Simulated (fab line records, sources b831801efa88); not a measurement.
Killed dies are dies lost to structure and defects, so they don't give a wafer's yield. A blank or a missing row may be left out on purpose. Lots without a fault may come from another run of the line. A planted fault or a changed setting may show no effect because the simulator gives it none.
A struck lot beside a sound one | flow sfq_line | 15 steps out of a route of 325
Sound: wafers L880.1, L880.2, L880.5. Struck: wafer L889.6. (L889.4 of the same lot was not struck and is left out.) The cause comes at the end.
At each step with rows: each side's tool, then ch and its chambers, then its first start. Under that, the readings that differ: sound wafers | struck wafers | difference of the means | sigmas: that difference in standard deviations of wafers without a fault.
alike: readings whose means differ by less than 2 such deviations, and words and numbers that are the same on both sides. not compared: withheld readings, readings that some wafer has no value for, bounds like >300 that may hide the same value, and numbers for which the record gives no deviation and whose values overlap.
The two part at a step that has a row with sigmas, a row that says differs or no value, or rows on one side only. Numbers that don't overlap but have no deviation are shown without sigmas and don't part them. A reading that every wafer of one side lacks parts them only if that side has two wafers or more.

first, 1 step without rows for these wafers: SFQ_TRILAYER_M0_STRIP_SOLV_CLEAN_026 (cleans in NMP, time 600 s).
SFQ_TRILAYER_I0_DEP_PECVD_027: deposits SiO2 from SiH4/N2O, time 111.11 s, target thk 500 nm.
  sound on pecvd-03 ch 0,1, day 12 06:08; struck on pecvd-02 ch 2, day 15 13:08
  reading                | sound          | struck | difference | sigmas
  throttle_valve_pct (%) | 22.6 22.2 22.0 | 26.0   | +3.7       | +2
  alike: chamber_pressure_Torr, heater_power_w, susceptor_temp_C
SFQ_TRILAYER_I0_CMP_CMP_028: polishes SiO2.
  sound on cmp-02 ch 0,1,2, day 12 06:43; struck on cmp-02 ch 1, day 15 19:38
  alike: motor_current_A, platen_rpm, time_to_endpoint_s
SFQ_I0_BOW_MEAS_907:
  sound on film_metro-04, day 12 09:13; struck on film_metro-02, day 15 20:41
  alike: I0_BOW
SFQ_TRILAYER_I0_METRO_MEASURE_029:
  sound on film_metro-04, day 12 09:20; struck on film_metro-02, day 15 21:21
  alike: thk_nm
then, 6 steps without rows for these wafers: SFQ_TRILAYER_I0_VIA_LITHO_COAT_036 (resist thk 62 nm); SFQ_TRILAYER_I0_VIA_LITHO_COAT_031 (resist thk 650 nm); SFQ_TRILAYER_I0_VIA_LITHO_SOFTBAKE_035; SFQ_TRILAYER_I0_VIA_LITHO_EXPOSE_032 (exposes mask I0, target cd 500 nm); SFQ_TRILAYER_I0_VIA_LITHO_PEB_034 (peb time 60 s); SFQ_TRILAYER_I0_VIA_LITHO_DEVELOP_033 (time 60 s).
-- the record jumps here: 5 days lie between the struck wafers' starts before and after --
SFQ_I0_OVL_MEAS_908:
  sound on overlay-01, day 17 14:11; struck on overlay-02, day 21 00:17
  alike: I0_OVL
SFQ_TRILAYER_I0_VIA_BARC_OPEN_VIA_ETCH_046: etches BARC in O2, target depth 125 nm, time 41.7 s.
  sound on rie_diel-04 ch 0,1, day 17 14:13; struck on rie_diel-02 ch 1, day 21 00:20
  reading                                                 | sound             | struck | difference | sigmas
  oes_product_au (a.u.)                                   | 0.691 0.683 0.686 | 0.778  | +0.091     | +20
  run_length_s (s)                                        | 70.1 69.6 70.1    | 63.3   | -6.6       | -16
  model.KrF_of_TRILAYER_I0_VIA_LITHO_COAT_031.thk_nm (nm) | 577.1 574.1 575.2 | 578.7  | +3.2       |
  alike: drypump_motor_current_A
  not compared: rf_hours_counter_h
SFQ_TRILAYER_I0_VIA_ETCH_VIA_ETCH_034: etches SiO2 in CHF3, stops on Nb, target depth 260 nm.
  sound on rie_diel-04 ch 0,1, day 17 14:16; struck on rie_diel-02 ch 1, day 21 00:24
  reading                                                 | sound           | struck | difference | sigmas
  model.KrF_of_TRILAYER_I0_VIA_LITHO_COAT_031.thk_nm (nm) | 533.3 529.2 532 | 533.8  | +2.3       |
  alike: drypump_motor_current_A, oes_product_au
SFQ_TRILAYER_I0_VIA_STRIP_STRIP_035: strips in O2.
  sound on rie_metal-02 ch 0,1, day 17 14:22; struck on rie_metal-04 ch 0, day 21 00:40
  alike: drypump_motor_current_A, oes_product_au
  not compared: rf_hours_counter_h

WHERE THEY PART
First at SFQ_TRILAYER_I0_DEP_PECVD_027; last, within this record, at SFQ_TRILAYER_I0_VIA_BARC_OPEN_VIA_ETCH_046. Later steps at which nothing parts them and some readings are alike: SFQ_TRILAYER_I0_VIA_ETCH_VIA_ETCH_034, SFQ_TRILAYER_I0_VIA_STRIP_STRIP_035.

WHY: what the simulator had put in
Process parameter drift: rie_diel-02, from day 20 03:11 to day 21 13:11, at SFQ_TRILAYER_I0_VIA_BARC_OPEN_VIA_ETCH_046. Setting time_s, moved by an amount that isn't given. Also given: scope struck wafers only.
